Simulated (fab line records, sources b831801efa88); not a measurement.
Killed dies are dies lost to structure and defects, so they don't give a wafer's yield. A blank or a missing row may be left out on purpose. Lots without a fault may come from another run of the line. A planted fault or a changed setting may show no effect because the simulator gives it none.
A sampling plan put to the test | flow sfq_line | one fab line, 11 faults that these records tell of, each judged on the records of the lots that it struck
The plan is the line's own looks: the steps of the route at which a gauge or an inspection reads the wafer and doesn't change it. A look can be judged if struck wafers have a number there and the file gives its usual mean and standard deviation on fault-free wafers. Caught: at a look after the fault's first step, the mean of the struck wafers lies 4 or more of those standard deviations (sigma) from the usual mean. On the tool: the same test on the tool's own readings at the fault's steps. Another recipe on the struck wafers, or a record that is blank for them alone, also counts as caught.

THE FAULTS, as the simulator had put them in
1. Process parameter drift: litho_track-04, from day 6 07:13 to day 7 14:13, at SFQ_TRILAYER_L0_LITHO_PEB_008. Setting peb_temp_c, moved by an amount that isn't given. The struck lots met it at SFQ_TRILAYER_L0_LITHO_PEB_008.
2. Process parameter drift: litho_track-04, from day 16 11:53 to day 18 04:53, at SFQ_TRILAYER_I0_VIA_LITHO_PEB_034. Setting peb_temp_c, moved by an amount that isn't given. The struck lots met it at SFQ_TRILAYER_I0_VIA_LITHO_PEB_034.
3. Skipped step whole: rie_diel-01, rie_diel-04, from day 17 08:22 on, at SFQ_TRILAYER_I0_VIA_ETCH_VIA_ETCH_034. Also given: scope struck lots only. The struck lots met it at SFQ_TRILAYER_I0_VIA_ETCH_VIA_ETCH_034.
4. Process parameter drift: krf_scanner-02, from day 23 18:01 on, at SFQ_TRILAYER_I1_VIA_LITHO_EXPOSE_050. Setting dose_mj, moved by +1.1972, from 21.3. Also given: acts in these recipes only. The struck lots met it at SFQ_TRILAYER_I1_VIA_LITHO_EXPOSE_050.
5. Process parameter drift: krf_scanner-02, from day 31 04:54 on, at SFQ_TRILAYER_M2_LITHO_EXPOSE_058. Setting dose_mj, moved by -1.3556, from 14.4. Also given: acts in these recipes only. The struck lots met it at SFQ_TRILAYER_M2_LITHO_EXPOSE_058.
6. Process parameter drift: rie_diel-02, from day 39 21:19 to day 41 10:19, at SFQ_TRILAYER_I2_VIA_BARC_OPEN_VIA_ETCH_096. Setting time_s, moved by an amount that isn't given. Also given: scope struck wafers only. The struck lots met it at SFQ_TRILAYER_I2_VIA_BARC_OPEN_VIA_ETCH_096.
7. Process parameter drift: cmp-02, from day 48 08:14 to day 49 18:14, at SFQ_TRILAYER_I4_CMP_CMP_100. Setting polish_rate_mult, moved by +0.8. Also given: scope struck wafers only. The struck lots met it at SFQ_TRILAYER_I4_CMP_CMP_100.
8. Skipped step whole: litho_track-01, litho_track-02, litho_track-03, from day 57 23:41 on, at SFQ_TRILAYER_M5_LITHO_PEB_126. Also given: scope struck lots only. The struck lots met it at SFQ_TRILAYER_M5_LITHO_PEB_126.
9. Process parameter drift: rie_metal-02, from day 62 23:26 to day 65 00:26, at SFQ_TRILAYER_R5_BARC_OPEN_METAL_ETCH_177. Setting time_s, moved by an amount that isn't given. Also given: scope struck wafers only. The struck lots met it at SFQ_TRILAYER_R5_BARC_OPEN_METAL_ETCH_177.
10. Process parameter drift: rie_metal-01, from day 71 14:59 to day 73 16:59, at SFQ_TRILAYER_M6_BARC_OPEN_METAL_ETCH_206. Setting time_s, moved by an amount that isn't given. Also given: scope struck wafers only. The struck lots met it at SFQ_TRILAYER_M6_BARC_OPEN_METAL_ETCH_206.
11. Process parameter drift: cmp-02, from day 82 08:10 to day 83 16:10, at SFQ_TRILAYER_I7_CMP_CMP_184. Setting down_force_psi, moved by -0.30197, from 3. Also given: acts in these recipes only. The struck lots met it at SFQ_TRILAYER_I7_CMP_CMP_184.

WHAT THE PLAN SAW
fault | on the tool itself                               | first look that catches it                   | reading, sigma | median hours from its first step to that look | hours from the fault's start to the first struck lot there | judged looks passed uncaught
1     | heater_power_total_W -40 sigma                   | no look after it can be judged               | -              | -                                             | -                                                          | 0
2     | heater_power_total_W -58 sigma                   | no look after it can be judged               | -              | -                                             | -                                                          | 0
3     | the tool's record is blank for the struck wafers | no look after it can be judged               | -              | -                                             | -                                                          | 0
4     | exposure_dose_mJ_cm2 +70 sigma                   | not the one look that can be judged after it | -              | -                                             | -                                                          | 1
5     | exposure_dose_mJ_cm2 -96 sigma                   | not the one look that can be judged after it | -              | -                                             | -                                                          | 1
6     | run_length_s +61 sigma                           | not the one look that can be judged after it | -              | -                                             | -                                                          | 1
7     | time_to_endpoint_s -12 sigma                     | no look after it can be judged               | -              | -                                             | -                                                          | 0
8     | the tool's record is blank for the struck wafers | no look after it can be judged               | -              | -                                             | -                                                          | 0
9     | run_length_s +14 sigma                           | no look after it can be judged               | -              | -                                             | -                                                          | 0
10    | oes_product_au +16 sigma                         | not the one look that can be judged after it | -              | -                                             | -                                                          | 1
11    | head_pressure_psi -47 sigma                      | no look after it can be judged               | -              | -                                             | -                                                          | 0
A dash: the fault isn't caught, or these records don't give the number.

Caught at a look: 0 of 11. Caught on the tool: 11 of 11. By one or the other: 11 of 11.
Caught on the tool alone: faults 1, 2, 3, 4, 5, 6, 7, 8, 9, 10, 11.
